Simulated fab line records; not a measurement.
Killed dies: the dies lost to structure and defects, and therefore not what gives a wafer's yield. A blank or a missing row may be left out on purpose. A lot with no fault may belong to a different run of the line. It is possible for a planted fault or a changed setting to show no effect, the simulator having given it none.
Which tool did it? | flow sky130 | 13 lots, 37 wafers sampled, at 5 steps of a route of 708

WHAT THE GAUGES READ, wafer by wafer
SKY_GATE_OXIDE_TW_MEAS_14. Usual: GATE_OXIDE_TW typically reads 222.8, with standard deviation 1.1.
lot  | measured     | on           | GATE_OXIDE_TW     | flag
L744 | day 13 23:01 | filmMetro-02 | 222.0 222.9 222.6 | 
L745 | day 14 04:16 | filmMetro-03 | 224.3 223.1 224.7 | 
L746 | day 14 12:10 | filmMetro-03 | 224.2 224.7 223.4 | 
L747 | day 15 04:40 | filmMetro-01 | 222.6 223.4 222.0 | 
L748 | day 15 05:55 | filmMetro-01 | 222.1 223.1 223.0 | 
L749 | day 15 15:57 | filmMetro-01 | 221.3 221.3 219.9 | 
L751 | day 16 08:19 | filmMetro-02 | 223.0 222.4 222.9 | 
L757 | day 18 06:11 | filmMetro-02 | 222.5 222.1       | 
L758 | day 18 20:34 | filmMetro-03 | 223.8 222.7       | 
L763 | day 20 18:31 | filmMetro-03 | 223.5 221.9 223.1 | 
L764 | day 21 04:43 | filmMetro-01 | 223.1 222.8 223.4 | 
L765 | day 21 11:50 | filmMetro-02 | 221.2 221.1 220.8 | 
L766 | day 21 17:31 | filmMetro-01 | 222.5 222.4 222.6 | 

SKY_POLY_GATE_THK_MEAS_01. Usual: POLY_GATE_CVD_00_THK typically reads 179.7 nm, with standard deviation 1.4.
lot  | measured     | on           | POLY_GATE_CVD_00_THK (nm) | flag
L744 | day 14 02:22 | filmMetro-02 | 178.6 180.5 179.7         | 
L745 | day 14 07:11 | filmMetro-04 | 180.0 180.8 180.0         | 
L746 | day 14 16:28 | filmMetro-01 | 180.9 181.7 180.3         | 
L747 | day 15 09:25 | filmMetro-04 | 181.0 181.7 181.2         | 
L748 | day 15 09:25 | filmMetro-02 | 180.1 181.1 178.9         | 
L749 | day 15 19:20 | filmMetro-02 | 179.6 178.9 177.9         | 
L751 | day 16 11:52 | filmMetro-01 | 180.8 180.6 180.4         | 
L757 | day 18 10:20 | filmMetro-02 | 179.6 180.4               | 
L758 | day 18 23:25 | filmMetro-04 | 179.7 179.4               | 
L763 | day 20 22:26 | filmMetro-02 | 180.5 179.8 180.7         | 
L764 | day 21 07:56 | filmMetro-01 | 180.4 180.3 180.3         | 
L765 | day 21 14:41 | filmMetro-04 | 179.7 180.2 181.6         | 
L766 | day 21 20:21 | filmMetro-04 | 179.5 177.8 179.2         | 

SKY_POLY_CUT_CD_MEAS_08: the cd target is 270 nm. Usual: cdNm 269.5 nm, standard deviation 1.4.
lot  | measured     | on       | cdNm (nm)         | flag
L744 | day 24 06:52 | cdSem-02 | 269.1 267.5 267.8 | 
L745 | day 24 13:05 | cdSem-02 | 268.3 269.3 268.4 | 
L746 | day 24 20:34 | cdSem-01 | 268.6 267.8 268.0 | 
L747 | day 25 21:25 | cdSem-02 | 268.7 266.5 269.3 | 
L748 | day 26 00:20 | cdSem-02 | 270.5 271.5 271.9 | 
L749 | day 26 02:43 | cdSem-01 | 269.9 269.8 269.4 | 
L751 | day 26 18:37 | cdSem-01 | 270.4 269.3 269.3 | 
L757 | day 28 21:39 | cdSem-02 | 251.4 251.2       | OFF
L758 | day 29 03:34 | cdSem-01 | 270.1 252.7       | OFF
L763 | day 31 00:49 | cdSem-01 | 268.7 268.8 267.3 | 
L764 | day 31 07:46 | cdSem-01 | 271.0 270.4 270.6 | 
L765 | day 31 13:18 | cdSem-01 | 271.0 270.6 269.8 | 
L766 | day 31 23:25 | cdSem-02 | 268.0 268.5 268.8 | 

EACH LOT AND THE TOOL THAT RAN IT (in order: tool; ch and the chambers of the sampled wafers; start)
lot  | SKY_VT_ADJUST_NCORE_STRIP_10        | SKY_POLY_CUT_EXPOSE_05
L744 | plasmaAsher-03 ch 1, day 8 13:44    | krfScanner-02 ch 0, day 23 16:11
L745 | plasmaAsher-01 ch 1, day 8 20:53    | krfScanner-01 ch 0, day 23 22:39
L746 | plasmaAsher-03 ch 0,1, day 9 06:17  | krfScanner-02 ch 0, day 24 06:08
L747 | plasmaAsher-01 ch 0,1, day 9 16:16  | krfScanner-02 ch 0, day 25 07:27
L748 | plasmaAsher-01 ch 0,1, day 9 17:56  | krfScanner-01 ch 0, day 25 10:01
L749 | plasmaAsher-03 ch 0,1, day 10 02:56 | krfScanner-02 ch 0, day 25 12:17
L751 | plasmaAsher-01 ch 0,1, day 10 17:35 | krfScanner-02 ch 0, day 26 04:16
L757 | plasmaAsher-03 ch 0,1, day 12 07:36 | krfScanner-02 ch 0, day 28 07:30
L758 | plasmaAsher-03 ch 0,1, day 12 17:14 | krfScanner-02 ch 0, day 28 13:10
L763 | plasmaAsher-01 ch 0,1, day 14 06:44 | krfScanner-01 ch 0, day 30 10:41
L764 | plasmaAsher-02 ch 0,1, day 14 14:29 | krfScanner-01 ch 0, day 30 19:22
L765 | plasmaAsher-02 ch 0,1, day 15 01:58 | krfScanner-01 ch 0, day 31 00:09
L766 | plasmaAsher-02 ch 0,1, day 15 04:53 | krfScanner-01 ch 0, day 31 08:53
- SKY_VT_ADJUST_NCORE_STRIP_10: strips in O2/N2.
- SKY_POLY_CUT_EXPOSE_05: exposes mask NPCM, target cd 270 nm.

WHAT THE TOOLS THEMSELVES READ (means of the sampled wafers that have a number; where no wafer has one, the mark that the record gives instead)
SKY_VT_ADJUST_NCORE_STRIP_10. Usual: drypumpMotorCurrentA 5.4 A, standard deviation 0.4; oesProductAu 0.716 a.u., standard deviation 0.0042; stripTimeToEndpointS 14.18 s, standard deviation 0.043.
lot  | tool           | drypumpMotorCurrentA (A) | oesProductAu (a.u.) | stripTimeToEndpointS (s) | flag
L744 | plasmaAsher-03 | 5.1                      | 0.711               | 14.22                    | 
L745 | plasmaAsher-01 | 5.8                      | 0.715               | 14.19                    | 
L746 | plasmaAsher-03 | 5.0                      | 0.719               | 14.15                    | 
L747 | plasmaAsher-01 | 5.7                      | 0.717               | 14.18                    | 
L748 | plasmaAsher-01 | 5.7                      | 0.714               | 14.17                    | 
L749 | plasmaAsher-03 | 5.1                      | 0.719               | 14.22                    | 
L751 | plasmaAsher-01 | 5.7                      | 0.715               | 14.18                    | 
L757 | plasmaAsher-03 | 5.1                      | 0.714               | 14.14                    | 
L758 | plasmaAsher-03 | 5.1                      | 0.714               | 14.22                    | 
L763 | plasmaAsher-01 | 5.7                      | 0.717               | 14.20                    | 
L764 | plasmaAsher-02 | 5.6                      | 0.710               | 14.23                    | 
L765 | plasmaAsher-02 | 5.6                      | 0.719               | 14.18                    | 
L766 | plasmaAsher-02 | 5.9                      | 0.719               | 14.17                    | 

THE ANSWER, worked out from the rows above alone
Rule: a lot is off if the mean of its wafers that have a number lies more than 3 standard deviations from the usual mean. Also off: a lot with no number at a reading for which 4 or more lots have one. All remaining lots with rows at the step are treated as sound. After the gauges, taken in route order, come the tools' own readings; for these a lot's mean is taken, as printed above. At the first step where some lot is off, the reading lying furthest off is the one used; lots without a number count as furthest.
Off: L757, L758, at SKY_POLY_CUT_CD_MEAS_08 (cdNm).
If a tool, at a process step before that reading, ran all the lots that are off and no sound lot after the first of them, it fits. Those tools and the gauges at SKY_POLY_CUT_CD_MEAS_08 are tried in the same way. Undecided on this evidence; 2 tools fit (plasmaAsher-03 at SKY_VT_ADJUST_NCORE_STRIP_10, krfScanner-02 at SKY_POLY_CUT_EXPOSE_05).

WHAT THE SIMULATOR PUT IN
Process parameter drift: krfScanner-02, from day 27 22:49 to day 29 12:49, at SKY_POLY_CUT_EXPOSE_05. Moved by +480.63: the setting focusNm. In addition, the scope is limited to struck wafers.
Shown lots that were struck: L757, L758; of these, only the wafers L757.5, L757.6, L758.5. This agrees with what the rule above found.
